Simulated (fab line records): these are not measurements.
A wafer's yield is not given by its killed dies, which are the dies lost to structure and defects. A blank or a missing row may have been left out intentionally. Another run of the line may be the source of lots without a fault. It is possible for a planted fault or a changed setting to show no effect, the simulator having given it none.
fab line records | flow sfq-line
record: lots: 14 wafers: 42 last-day: 84
route steps=325 shown JJ@183 M6@263 M7@282 I7@306
lots untouched by any fault: they come from a run of this same line in which no faults occurred
start-h: the number of hours between the record's first day and the start of the first shown wafer of the lot | wait-h: time in hours since the lot's previous step | " as in the row above | L1.1+2: a single row standing in for several wafers | - no value, or no start was given | * or withheld: withheld | < > ~ a bound
route shown NAME@n: NAME is a module with steps in the file, n the number in the route of the first one | usual: average and standard deviation across the fault-free wafers | same: alike in all rows | chamber/n: place in a boat | sites: per-site readings | _std_site: the values' standard deviation | _edge_site: inner sites' mean taken away from outer sites' mean | radius-mm: for every site, how far away it sits from the centre of the wafer | mask NAME#n: copy n | behind: the tool/chamber that last shaped the wafer | hold: why the lot was held/for how many hours/how that ended | device: names the non-switching transistor (n, p or np) | end of line: tests run on the same wafers once the route is complete | step lacking rows: just its recipe | killed: at the first sort, the dies lost to defects and structure; wafer yield is something else | map: the dies of a wafer, with x for killed, . for not killed, _ for no die there
set.NAME: the setting the step ran with; set.NAME@STEP: the setting that earlier step ran with | model.NAME: the simulator's own value behind a step, which no gauge read
steps of the route over a sample of lots; a table a step, a row a wafer
services: a tool's chamber out of use, with start hour (start-h, from the record's first day; less than 0 if before it), hours out, and reason
== steps ==
step: SFQ_JJ_RS_MEAS_929
recipe: thk-meas-gauge: four-point-probe reads: Nb_of_TRILAYER_JJ_TRILAYER_DEP_SPUTTER_112
usual: JJ_NB_RS: 1.046/0.0088
columns lot.wafer tool chamber start-h wait-h JJ_NB_RS[ohm/sq]
L189.1 film-metro-03 - 877.49 0.0 1.042
L189.2 " - " " 1.035
L189.4 " - " " 1.054
L190.1 film-metro-03 - 885.89 0.0 1.041
L190.2 " - " " 1.045
L190.5 " - " " 1.048
L191.2 film-metro-01 - 893.11 0.1 1.065
L191.3 " - " " 1.064
L191.4 " - " " 1.057
L193.2 film-metro-01 - 903.92 0.1 1.050
L193.4 " - " " 1.058
L193.5 " - " " 1.055
L199.4 film-metro-01 - 982.08 0.1 1.048
L199.5 " - " " 1.053
L199.6 " - " " 1.068
L201.1 film-metro-01 - 997.62 0.0 1.037
L201.2 " - " " 1.039
L201.6 " - " " 1.033
L202.1 film-metro-01 - 1007.84 0.0 1.042
L202.2 " - " " 1.049
L202.4 " - " " 1.047
L203.3 film-metro-03 - 1046.82 0.1 1.048
L203.4 " - " " 1.043
L203.6 " - " " 1.042
L204.1 film-metro-01 - 1192.32 0.0 1.052
L204.3 " - " " 1.051
L204.5 " - " " 1.040
L205.2 film-metro-03 - 1206.75 0.1 1.027
L205.4 " - " " 1.041
L205.6 " - " " 1.048
L207.4 film-metro-01 - 1219.50 0.1 1.046
L207.5 " - " " 1.040
L207.6 " - " " 1.043
L208.1 film-metro-01 - 1240.69 0.0 1.072
L208.5 " - " " 1.057
L208.6 " - " " 1.056
L209.2 film-metro-01 - 1251.09 0.1 1.064
L209.4 " - " " 1.060
L209.5 " - " " 1.056
L211.1 film-metro-03 - 1268.42 0.0 1.037
L211.4 " - " " 1.044
L211.5 " - " " 1.044
step: SFQ_TRILAYER_M6_ETCH_METAL_ETCH_162
recipe: target: Nb stop-on: SiO2 mask-material: PR chemistry: Cl2/Ar target-depth-nm: 240 icp-w: 600 bias-w: 80 pressure-mtorr: 10 time-s: 120
usual: drypump-motor-current-A: 5.61/0.27 oes-product-au: 0.898/0.0066
columns lot.wafer tool chamber start-h wait-h drypump-motor-current-A oes-product-au rf-hours-counter-h
L189.1 rie-metal-03 0 1539.69 0.0 5.50 0.886 17
L189.2 " 1 " " 5.28 0.899 99
L189.4 " 0 " " 5.51 0.894 -
L190.1 rie-metal-01 0 1555.29 0.0 5.90 0.888 39
L190.2 " 1 " " 5.46 0.896 17
L190.5 " 0 " " 5.90 0.900 -
L191.2 rie-metal-04 0 1566.09 0.0 6.13 0.894 65
L191.3 " 1 " " 5.65 0.903 -
L191.4 " 0 " " 6.12 0.894 -
L193.2 rie-metal-01 0 1575.69 0.0 5.91 0.902 40
L193.4 " 1 " " 5.48 0.890 -
L193.5 " 1 " " 5.47 0.898 -
L199.4 rie-metal-03 1 1637.93 0.1 5.28 0.895 -
L199.5 " 1 " " 5.30 0.905 -
L199.6 " 0 " " 5.52 0.905 -
L201.1 rie-metal-03 0 1658.29 0.0 5.51 0.898 28
L201.2 " 1 " " 5.30 0.901 110
L201.6 " 0 " " 5.50 0.898 -
L202.1 rie-metal-01 1 1663.11 0.1 5.48 0.882 28
L202.2 " 0 " " 5.91 0.897 48
L202.4 " 0 " " 5.90 0.890 -
L203.3 rie-metal-03 1 1667.93 0.1 5.26 0.895 -
L203.4 " 0 " " 5.50 0.894 -
L203.6 " 1 " " 5.27 0.899 -
L204.1 rie-metal-03 0 1694.41 0.0 5.53 0.901 34
L204.3 " 1 " " 5.25 0.897 -
L204.5 " 0 " " 5.51 0.900 -
L205.2 rie-metal-03 1 1696.81 0.0 5.30 0.895 116
L205.4 " 0 " " 5.51 0.894 -
L205.6 " 1 " " 5.32 0.893 -
L207.4 rie-metal-03 1 1740.38 0.1 5.27 0.900 -
L207.5 " 0 " " 5.50 0.883 -
L207.6 " 1 " " 5.28 0.893 -
L208.1 rie-metal-04 0 1742.74 0.0 6.12 0.895 88
L208.5 " 1 " " 5.64 0.900 -
L208.6 " 0 " " 6.13 0.899 -
L209.2 rie-metal-01 0 1744.29 0.0 5.90 0.913 62
L209.4 " 0 " " 5.91 0.901 -
L209.5 " 1 " " 5.46 0.907 -
L211.1 rie-metal-01 1 1752.66 0.0 5.46 0.896 44
L211.4 " 1 " " 5.47 0.886 -
L211.5 " 1 " " 5.45 0.902 -
step: SFQ_TRILAYER_M7_DEP_SPUTTER_175
recipe: material: Nb base-pressure-pa: 1.33e-06 chamber-pressure-pa: 0.1333 substrate-temp-c: 20 target-thk-nm: 200 power-w: 2000 time-s: 133.3
usual: throttle-valve-pct: 30.5/1.1
columns lot.wafer tool chamber start-h wait-h throttle-valve-pct
L189.1 pvd-sputter-04 - 1662.78 0.0 33.3
L189.2 " - " " 30.4
L189.4 " - " " 30.8
L190.1 pvd-sputter-05 - 1674.91 0.0 31.8
L190.2 " - " " 29.8
L190.5 " - " " 29.8
L190.1 pvd-sputter-05 - 1675.17 0.2 31.9
L190.2 " - " " 30.1
L190.5 " - " " 30.0
L191.2 pvd-sputter-04 - 1683.31 0.0 30.3
L191.3 " - " " 30.4
L191.4 " - " " 32.9
L193.2 pvd-sputter-04 - 1689.52 0.0 30.4
L193.4 " - " " 29.6
L193.5 " - " " 30.4
L199.4 pvd-sputter-06 - 1740.54 0.0 32.3
L199.5 " - " " 29.9
L199.6 " - " " 32.0
L199.4 pvd-sputter-06 - 1740.80 0.2 32.6
L199.5 " - " " 29.8
L199.6 " - " " 32.4
L201.1 pvd-sputter-04 - 1755.15 0.0 30.4
L201.2 " - " " 33.4
L201.6 " - " " 30.5
L202.1 pvd-sputter-06 - 1758.54 0.0 29.0
L202.2 " - " " 29.9
L202.4 " - " " 30.7
L203.3 pvd-sputter-06 - 1763.34 0.0 32.3
L203.4 " - " " 30.8
L203.6 " - " " 29.8
L204.1 pvd-sputter-04 - 1791.58 0.0 30.0
L204.3 " - " " 33.2
L204.5 " - " " 33.1
L205.2 pvd-sputter-05 - 1798.90 0.0 30.1
L205.4 " - " " 29.6
L205.6 " - " " 29.7
L207.4 pvd-sputter-06 - 1838.60 0.0 30.8
L207.5 " - " " 32.3
L207.6 " - " " 29.9
L208.1 pvd-sputter-04 - 1841.00 0.0 33.3
L208.5 " - " " 30.4
L208.6 " - " " 30.0
L209.2 pvd-sputter-05 - 1843.40 0.0 29.6
L209.4 " - " " 30.0
L209.5 " - " " 31.5
L211.1 pvd-sputter-05 - 1850.62 0.0 31.6
L211.4 " - " " 29.6
L211.5 " - " " 29.9
step: SFQ_M7_RS_MEAS_943
recipe: thk-meas-gauge: four-point-probe reads: Nb_of_TRILAYER_M7_DEP_SPUTTER_175
usual: M7_NB_RS: 0.890/0.0071
columns lot.wafer tool chamber start-h wait-h M7_NB_RS[ohm/sq]
L189.1 film-metro-04 - 1662.87 0.0 0.875
L189.2 " - " " 0.889
L189.4 " - " " 0.884
L190.1 film-metro-04 - 1675.26 0.0 0.437
L190.2 " - " " 0.438
L190.5 " - " " 0.440
L191.2 film-metro-02 - 1683.42 0.1 0.886
L191.3 " - " " 0.882
L191.4 " - " " 0.880
L193.2 film-metro-01 - 1689.63 0.1 0.897
L193.4 " - " " 0.897
L193.5 " - " " 0.896
L199.4 film-metro-01 - 1740.95 0.1 0.440
L199.5 " - " " 0.440
L199.6 " - " " 0.443
L201.1 film-metro-02 - 1755.24 0.0 0.883
L201.2 " - " " 0.877
L201.6 " - " " 0.886
L202.1 film-metro-04 - 1758.63 0.0 0.899
L202.2 " - " " 0.899
L202.4 " - " " 0.907
L203.3 film-metro-01 - 1763.47 0.1 0.900
L203.4 " - " " 0.899
L203.6 " - " " 0.886
L204.1 film-metro-01 - 1791.67 0.0 0.895
L204.3 " - " " 0.893
L204.5 " - " " 0.892
L205.2 film-metro-04 - 1799.02 0.1 0.896
L205.4 " - " " 0.888
L205.6 " - " " 0.890
L207.4 film-metro-02 - 1838.75 0.1 0.900
L207.5 " - " " 0.893
L207.6 " - " " 0.891
L208.1 film-metro-01 - 1841.09 0.0 0.888
L208.5 " - " " 0.883
L208.6 " - " " 0.893
L209.2 film-metro-02 - 1843.51 0.1 0.891
L209.4 " - " " 0.891
L209.5 " - " " 0.893
L211.1 film-metro-01 - 1850.71 0.0 0.889
L211.4 " - " " 0.892
L211.5 " - " " 0.899
step: SFQ_TRILAYER_M7_ETCH_METAL_ETCH_180
recipe: target: Nb stop-on: SiO2 mask-material: PR chemistry: Cl2/Ar target-depth-nm: 240 icp-w: 600 bias-w: 80 pressure-mtorr: 10 time-s: 120
usual: drypump-motor-current-A: 5.4/0.35 oes-product-au: 0.894/0.0057
columns lot.wafer tool chamber start-h wait-h drypump-motor-current-A oes-product-au rf-hours-counter-h
L189.1 rie-metal-03 0 1665.40 0.0 5.5 0.901 29
L189.2 " 1 " " 5.3 0.894 111
L189.4 " 0 " " 5.5 0.894 -
L190.1 rie-metal-02 1 1678.23 0.0 5.4 0.989 60
L190.2 " 0 " " 4.7 0.985 56
L190.5 " 1 " " 5.4 0.999 -
L191.2 rie-metal-03 1 1685.92 0.0 5.3 0.892 114
L191.3 " 0 " " 5.5 0.894 -
L191.4 " 1 " " 5.3 0.892 -
L193.2 rie-metal-03 1 1692.14 0.0 5.3 0.891 115
L193.4 " 1 " " 5.3 0.892 -
L193.5 " 1 " " 5.3 0.892 -
L199.4 rie-metal-03 0 1832.85 0.1 5.5 1.014 -
L199.5 " 1 " " 5.3 1.002 -
L199.6 " 0 " " 5.5 1.009 -
L201.1 rie-metal-02 0 1847.30 0.0 4.7 0.893 78
L201.2 " 1 " " 5.4 0.900 82
L201.6 " 0 " " 4.7 0.899 -
L202.1 rie-metal-02 1 1851.30 0.0 5.4 0.896 83
L202.2 " 0 " " 4.7 0.887 79
L202.4 " 1 " " 5.4 0.889 -
L203.3 rie-metal-02 0 1858.67 0.1 4.7 0.890 -
L203.4 " 1 " " 5.4 0.890 -
L203.6 " 1 " " 5.4 0.891 -
L204.1 rie-metal-02 0 1882.62 0.0 4.7 0.889 83
L204.3 " 1 " " 5.4 0.891 -
L204.5 " 0 " " 4.7 0.889 -
L205.2 rie-metal-01 0 1886.22 0.0 5.9 0.888 82
L205.4 " 0 " " 5.9 0.887 -
L205.6 " 0 " " 5.9 0.888 -
L207.4 rie-metal-03 0 1923.00 0.1 5.5 0.884 -
L207.5 " 1 " " 5.3 0.888 -
L207.6 " 0 " " 5.5 0.890 -
L208.1 rie-metal-03 0 1925.36 0.0 5.5 0.899 70
L208.5 " 1 " " 5.3 0.900 -
L208.6 " 0 " " 5.5 0.894 -
L209.2 rie-metal-01 0 1926.66 0.1 5.9 0.885 -
L209.4 " 0 " " 5.9 0.890 -
L209.5 " 0 " " 5.9 0.891 -
L211.1 rie-metal-02 0 1932.56 0.0 4.7 0.889 90
L211.4 " 1 " " 5.4 0.900 -
L211.5 " 0 " " 4.7 0.888 -
step: SFQ_I7_OVL_MEAS_947
usual: I7_OVL: 1/4.7
columns lot.wafer tool chamber start-h wait-h I7_OVL[nm]
L189.1 overlay-02 - 1676.81 0.1 -1
L189.2 " - " " 2
L189.4 " - " " 3
L190.1 overlay-01 - 1690.43 0.1 -3
L190.2 " - " " -6
L190.5 " - " " -5
L191.2 overlay-02 - 1699.25 0.1 -6
L191.3 " - " " -9
L191.4 " - " " -6
L193.2 overlay-02 - 1702.85 0.1 -3
L193.4 " - " " -2
L193.5 " - " " -3
L199.4 overlay-02 - 1840.39 0.1 1
L199.5 " - " " -4
L199.6 " - " " -1
L201.1 overlay-01 - 1858.20 0.1 3
L201.2 " - " " -2
L201.6 " - " " 1
L202.1 overlay-01 - 1859.40 0.1 4
L202.2 " - " " 5
L202.4 " - " " 1
L203.3 overlay-01 - 1867.68 0.1 1
L203.4 " - " " -1
L203.6 " - " " -2
L204.1 overlay-02 - 1892.96 0.1 0
L204.3 " - " " 7
L204.5 " - " " 9
L205.2 overlay-01 - 1896.96 0.1 7
L205.4 " - " " 8
L205.6 " - " " 4
L207.4 overlay-02 - 1932.36 0.1 1
L207.5 " - " " -1
L207.6 " - " " 0
L208.1 overlay-02 - 1935.47 0.1 10
L208.5 " - " " 6
L208.6 " - " " 3
L209.2 overlay-01 - 1937.89 0.1 6
L209.4 " - " " 8
L209.5 " - " " 10
L211.1 overlay-01 - 1944.56 0.1 -6
L211.4 " - " " -1
L211.5 " - " " -8
== services ==
columns tool chamber start-h hours kind
rie-metal-03 - 1581.46 14.6 pm
pvd-sputter-06 - 1623.63 1.7 repair
pvd-sputter-04 - 1638.61 3.6 repair
rie-metal-01 0 1643.39 6.0 repair
rie-metal-04 - 1653.01 2.8 pm
pvd-sputter-06 - 1741.04 3.6 repair
rie-metal-04 - 1753.31 4.3 pm
pvd-sputter-06 - 1766.43 6.8 repair
pvd-sputter-06 - 1768.14 0.6 repair
rie-metal-03 1 1768.75 - clean
rie-metal-03 1 1768.75 - consumable-replace:focus-ring
rie-metal-03 1 1768.75 19.1 scheduled-down
rie-metal-03 1 1768.75 19.1 vent-cycle
pvd-sputter-05 - 1772.06 1.0 repair
pvd-sputter-05 - 1772.74 1.0 repair
pvd-sputter-05 - 1808.02 1.1 repair
rie-metal-01 0 1821.55 4.8 repair
rie-metal-04 - 1823.03 0.3 repair
rie-metal-02 - 1844.51 0.4 repair
pvd-sputter-04 - 1844.84 3.2 repair
rie-metal-01 - 1851.11 0.4 repair
rie-metal-01 1 1893.92 1.3 repair
rie-metal-04 1 1894.37 15.0 repair
rie-metal-01 1 1914.98 20.5 repair
== key ==
first-sign: step: SFQ_TRILAYER_M7_DEP_SPUTTER_175 reading: visit direction: added
effect: step: SFQ_M7_RS_MEAS_943 reading: M7_NB_RS direction: down sigmas: 64 usual: 0.890 struck: 0.440
effect: step: SFQ_TRILAYER_M7_ETCH_METAL_ETCH_180 reading: oes-product-au direction: up sigmas: 18 usual: 0.894 struck: 1.000
met-at SFQ_TRILAYER_M7_DEP_SPUTTER_175
struck-lots L190,L199
not-acting-at SFQ_JJ_RS_MEAS_929,SFQ_TRILAYER_M6_ETCH_METAL_ETCH_162,SFQ_I7_OVL_MEAS_947
fault: kind: repeated-step-whole tool: pvd-sputter-04,pvd-sputter-05,pvd-sputter-06 chamber: - onset-h: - steps: SFQ_TRILAYER_M7_DEP_SPUTTER_175 times: 1 scope: struck-lots-only
